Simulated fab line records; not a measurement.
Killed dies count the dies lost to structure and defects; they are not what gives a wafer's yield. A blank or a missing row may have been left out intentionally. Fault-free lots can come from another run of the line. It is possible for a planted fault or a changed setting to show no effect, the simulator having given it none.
fab line records | flow sky130
record: lots: 6 wafers: 18 lastDay: 50
route steps=708 shown LDD_HVN@270 LDD_HVP@278
lots untouched by any fault: they come from a run of this same line in which no faults occurred
startH: the number of hours between the record's first day and the start of the first shown wafer of the lot | waitH: how many hours have passed since the lot's step before this one | " unchanged from the row above | L1.1+2: a row that stands for several wafers | - no value, or no start was given | * or withheld: withheld | < > ~ a bound
route shown NAME@n: a module of which the file shows steps, and the number in the route of the first | usual: mean/standard deviation taken from wafers without a fault | same: alike in all rows | chamber/n: place in a boat | sites: per-site readings | _std_site: standard deviation across them | _edge_site: the outer-site mean with the inner-site mean subtracted | radiusMm: for every site, how far away it sits from the centre of the wafer | mask NAME#n: copy n | behind: tool/chamber where the wafer was last shaped | hold: why the lot was held/for how many hours/how that ended | device: the n, p or np transistor that did not switch | end of line: tests of these same wafers at the route's end | for a step that has no rows: nothing shown but its recipe | killed: not the wafer's yield, but the dies lost to structure and defects at the first sort | map: a wafer's dies, x killed, . not, _ none there
set.NAME: the setting as run; set.NAME@STEP: as run at that earlier step | model.NAME: the simulator's own value behind a step, which no gauge read
certain route steps with their lots: each step a table, each wafer a row
services: from which hour (startH, from the record's first day; less than 0 if before it) a tool's chamber was out of use, for how many hours, and why
== steps ==
step: SKY_LDD_HVN_SOFTBAKE_03
recipe: tempC: 90 timeS: 60 resist: NOVOLAK
step: SKY_LDD_HVN_EXPOSE_04
recipe: maskId: HVNTM na: 0.6 sourceShape: conventional sigmaOuter: 0.6 polarization: unpolarized targetCdNm: 700 doseMj: 127
step: SKY_LDD_HVN_PEB_05
recipe: tempC: withheld timeS: * resist: NOVOLAK
step: SKY_LDD_HVN_DEVELOP_06
recipe: resist: NOVOLAK developer: TMAH developTimeS: 60 devTempC: 23
step: SKY_LDD_HVN_OVL_MEAS_07
usual: LDD_HVN_OVL: 0.3/1.6
columns lot.wafer tool chamber startH waitH LDD_HVN_OVL[nm]
L518.2 overlay-01 - 455.69 0.1 -0.2
L518.3 " - " " 0.3
L518.4 " - " " -0.3
L519.1 overlay-01 - 472.78 0.1 -2.6
L519.2 " - " " -0.4
L519.5 " - " " -1.4
L523.1 overlay-02 - 511.92 0.1 -1.1
L523.4 " - " " -0.3
L523.5 " - " " -1.4
L524.3 overlay-01 - 523.44 0.1 -1.3
L524.4 " - " " -2.6
L524.5 " - " " -2.8
L538.3 overlay-01 - 642.28 0.1 1.2
L538.4 " - " " 2.0
L538.5 " - " " 3.0
L539.3 overlay-02 - 642.48 0.1 1.5
L539.5 " - " " -0.4
L539.6 " - " " 0.9
step: SKY_LDD_HVN_IMPLANT_08
recipe: species: P energyKev: 60 doseCm2: 3e+13 tiltDeg: 40
step: SKY_LDD_HVN_STRIP_09
recipe: chemistry: O2/N2 powerW: 1400 pressureMtorr: 1500 platenTempC: withheld o2FlowSccm: 3000 n2FlowSccm: 300 overashFraction: 0.5
usual: drypumpMotorCurrentA: 5.9/0.47 oesProductAu: 0.408/0.0057 stripTimeToEndpointS: 4.139/0.023
columns lot.wafer tool chamber startH waitH drypumpMotorCurrentA oesProductAu rfHoursCounterH stripTimeToEndpointS
L518.2 plasmaAsher-02 0 455.87 0.1 5.2 0.404 79 4.134
L518.3 " 0 " " 5.2 0.412 - 4.147
L518.4 " 1 " " 6.5 0.396 - 4.139
L519.1 plasmaAsher-02 0 472.97 0.1 5.2 0.413 81 4.149
L519.2 " 1 " " 6.6 0.406 81 4.156
L519.5 " 0 " " 5.2 0.418 - 4.197
L523.1 plasmaAsher-02 1 512.11 0.1 6.5 0.402 85 4.142
L523.4 " 1 " " 6.5 0.405 - 4.156
L523.5 " 1 " " 6.4 0.412 - 4.143
L524.3 plasmaAsher-02 1 523.65 0.1 6.5 0.413 - 4.170
L524.4 " 0 " " 5.2 0.418 - 4.153
L524.5 " 0 " " 5.2 0.409 - 4.171
L538.3 plasmaAsher-02 0 642.49 0.1 5.2 0.417 - 4.146
L538.4 " 1 " " 6.5 0.402 - 4.111
L538.5 " 1 " " 6.5 0.401 - 4.122
L539.3 plasmaAsher-03 0 642.68 0.1 6.0 0.411 - 4.173
L539.5 " 1 " " 5.9 0.410 - 4.185
L539.6 " 0 " " 6.0 0.407 - 4.189
step: SKY_LDD_HVN_TW_MEAS_10
usual: LDD_HVN_TW: 1443/17
columns lot.wafer tool chamber startH waitH LDD_HVN_TW
L518.2 filmMetro-04 - 455.98 0.1 1466
L518.3 " - " " 1464
L518.4 " - " " 1453
L519.1 filmMetro-01 - 473.07 0.1 1430
L519.2 " - " " 1441
L519.5 " - " " 1440
L523.1 filmMetro-04 - 512.21 0.1 1460
L523.4 " - " " 1461
L523.5 " - " " 1446
L524.3 filmMetro-01 - 523.74 0.1 1435
L524.4 " - " " 1438
L524.5 " - " " 1435
L538.3 filmMetro-04 - 642.58 0.1 1457
L538.4 " - " " 1449
L538.5 " - " " 1463
L539.3 filmMetro-02 - 642.77 0.1 1424
L539.5 " - " " 1428
L539.6 " - " " 1421
step: SKY_LDD_HVP_DEHYDRATE_00
recipe: tempC: 200 timeS: 60
step: SKY_LDD_HVP_HMDS_01
recipe: primeTimeS: 60 primeTempC: 120
step: SKY_LDD_HVP_COAT_02
recipe: resist: NOVOLAK spinRpm: 3000 resistThkNm: 300
step: SKY_LDD_HVP_SOFTBAKE_03
recipe: tempC: 90 timeS: 60 resist: NOVOLAK
step: SKY_LDD_HVP_EXPOSE_04
recipe: maskId: HVPTM na: 0.6 sourceShape: conventional sigmaOuter: 0.6 polarization: unpolarized targetCdNm: 700 doseMj: 86
usual: exposureDoseMJCm2: 86.00/0.096 focusOffsetNm: -0.1/0.52
columns lot.wafer tool chamber startH waitH mask exposureDoseMJCm2 focusOffsetNm
L518.2 ilineStepper-02 0 471.39 - HVPTM#0 85.96 0.2
L518.3 " 0 " " HVPTM#0 85.87 -0.8
L518.4 " 0 " " HVPTM#0 86.03 0.0
L519.1 ilineStepper-02 0 488.47 - HVPTM#0 86.03 0.0
L519.2 " 0 " " HVPTM#0 86.07 -0.4
L519.5 " 0 " " HVPTM#0 86.05 -0.7
L523.1 ilineStepper-02 - 527.56 - HVPTM#0 - -
L523.4 " - " " HVPTM#0 - -
L523.5 " - " " HVPTM#0 - -
L524.3 ilineStepper-02 - 538.82 - HVPTM#0 - -
L524.4 " - " " HVPTM#0 - -
L524.5 " - " " HVPTM#0 - -
L538.3 ilineStepper-02 0 656.00 - HVPTM#0 86.09 -0.8
L538.4 " 0 " " HVPTM#0 86.07 -0.4
L538.5 " 0 " " HVPTM#0 86.03 -0.5
L539.3 ilineStepper-01 0 656.24 - HVPTM#0 86.11 0.7
L539.5 " 0 " " HVPTM#0 86.03 0.5
L539.6 " 0 " " HVPTM#0 86.06 0.2
step: SKY_LDD_HVP_PEB_05
recipe: tempC: withheld timeS: * resist: NOVOLAK
== services ==
columns tool chamber startH hours kind
plasmaAsher-03 - 436.00 11.1 pm
ilineStepper-02 0 494.96 - calibration
ilineStepper-02 - 522.23 1.7 pm
plasmaAsher-03 - 534.75 1.3 repair
ilineStepper-01 0 634.38 - calibration
plasmaAsher-02 - 654.79 5.7 repair
== key ==
firstSign: step: SKY_LDD_HVP_EXPOSE_04 reading: toolRecord direction: missing
effect none on later readings
metAt SKY_LDD_HVP_EXPOSE_04
struckWafers L523.1,L523.4,L523.5,L524.3,L524.4,L524.5
sortLeftOut L523.1,L523.4,L523.5,L524.3,L524.4,L524.5
testerLeftOut L523,L524
onsetBetween 488.47 527.56
fault: kind: skippedStepWhole tool: ilineStepper-02 chamber: - onsetH: 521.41 steps: SKY_LDD_HVP_EXPOSE_04 scope: struckLotsOnly
testerLeftOut: of these lots the tester's yield and bins aren't shown, on N5 and GAA mostly nor the transistor test; their killed dies are dies lost to structure and defects alone, not to doping, threshold or leakage, so they don't give the yield
sortLeftOut: the simulated sort isn't trusted on such a fault, so these wafers' sort isn't shown, and their yield isn't known
